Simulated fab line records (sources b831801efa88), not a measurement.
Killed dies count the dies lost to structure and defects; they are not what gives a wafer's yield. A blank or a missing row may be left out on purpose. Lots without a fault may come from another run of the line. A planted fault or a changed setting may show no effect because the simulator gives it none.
Lot-split experiment ; flow sfq_line ; 23 wafers read from 5 lots, route of 325 steps

== THE SPLIT ==
At SFQ_TRILAYER_I1_VIA_LITHO_EXPOSE_050 (exposes mask I1, target cd 500 nm), the setting dose_mj was moved away from the recipe's 21.3 on 9 of the 23 wafers read, by -2.7% to +6.9%. This setting was run at the recipe's value on the other wafers.

== FROM THE SPLIT TO THE READING: what the file shows between them, 2 steps ==
- SFQ_TRILAYER_I1_VIA_LITHO_PEB_052: peb time 60 s
- SFQ_TRILAYER_I1_VIA_LITHO_DEVELOP_051: time 60 s

== THE READING ==
I1.cd_nm (the simulator's own value, which no gauge read), in nm, at SFQ_TRILAYER_I1_VIA_BARC_OPEN_VIA_ETCH_071 (etches BARC in O2, target depth 125 nm, time 41.7 s). No usual value for it is given in the file. The 14 wafers here that ran the recipe average 500.0 nm, standard deviation 1.3 nm.

wafer;tool, chamber at the split;dose_mj as run;against the recipe;I1.cd_nm, nm;against lot-mates on the recipe
L076.2;krf_scanner-01, 0;20.84;-2.2%;498.5;-2.9
L076.3;krf_scanner-01, 0;21.3;recipe;502.8;-
L076.4;krf_scanner-01, 0;21.3;recipe;500.1;-
L076.5;krf_scanner-01, 0;20.84;-2.2%;497.8;-3.6
L076.6;krf_scanner-01, 0;21.3;recipe;501.3;-
L077.1;krf_scanner-01, 0;21.3;recipe;498.9;-
L077.2;krf_scanner-01, 0;21.3;recipe;499.6;-
L077.3;krf_scanner-01, 0;20.72;-2.7%;493.9;-5.1
L077.4;krf_scanner-01, 0;20.72;-2.7%;492.7;-6.3
L077.6;krf_scanner-01, 0;21.3;recipe;498.4;-
L079.2;krf_scanner-02, 0;21.3;recipe;501;-
L079.4;krf_scanner-02, 0;21.3;recipe;500.1;-
L079.6;krf_scanner-02, 0;21.3;recipe;499.4;-
L082.1;krf_scanner-02, 0;22.06;+3.6%;508;+7.2
L082.3;krf_scanner-02, 0;22.06;+3.6%;508.3;+7.5
L082.4;krf_scanner-02, 0;22.06;+3.6%;505.9;+5.1
L082.5;krf_scanner-02, 0;21.3;recipe;499.1;-
L082.6;krf_scanner-02, 0;21.3;recipe;502.5;-
L084.1;krf_scanner-02, 0;21.3;recipe;499.1;-
L084.2;krf_scanner-02, 0;22.78;+6.9%;508.5;+9.5
L084.3;krf_scanner-02, 0;21.3;recipe;498.5;-
L084.4;krf_scanner-02, 0;21.3;recipe;499.4;-
L084.5;krf_scanner-02, 0;22.78;+6.9%;509.4;+10.4

THE FIT
A straight line over all 23 wafers: I1.cd_nm changes by +1.56 nm for each +1% of dose_mj; r = +0.92; the points scatter about the line by 1.7 nm.
The same after taking each lot's own level away (the mean of its wafers on the recipe; 23 wafers): +1.61 nm for each +1%; r = +0.97; scatter 1.1 nm.
According to that fit, moving dose_mj by its largest amount changes the reading by 11 nm.
Across the lots, their own levels run from 498.97 to 501.40 nm, a range of 1.8 times the standard deviation given above.
Consequently the slope shifts little with the lot-to-lot level, the two slopes agreeing.
Check: for one of the wafers moved furthest among these (+6.9%), held out of the fit, the line's prediction against its lot-mates is +11.8 nm. It came out at +9.5 nm against them.

== THE OTHER SPLITS THESE WAFERS WENT THROUGH ==
Before the reading, these wafers also passed through other splits. Each is held against what the fit with the lots' levels taken away leaves over:
other split on the same wafers;wafers away from the commonest value;r with I1.cd_nm (lot level and that fit taken away)
SFQ_TRILAYER_INCOMING_OXIDATION_002 ox_time_s;15;-0.11
SFQ_TRILAYER_M0_LITHO_COAT_026 resist_thk_nm;7;+0.05
SFQ_TRILAYER_M0_LITHO_PEB_024 peb_time_s;9;+0.08
SFQ_TRILAYER_I0_DEP_PECVD_027 time_s;10;-0.11
SFQ_TRILAYER_I0_VIA_LITHO_COAT_036 resist_thk_nm;9;-0.14
SFQ_TRILAYER_M1_LITHO_COAT_044 resist_thk_nm;11;+0.19
SFQ_TRILAYER_M1_ETCH_METAL_ETCH_042 time_s;7;-0.03

== FILE'S OWN FIT ==
I1.cd_nm changes by +1.57 nm for each +1% of dose_mj, r = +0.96.
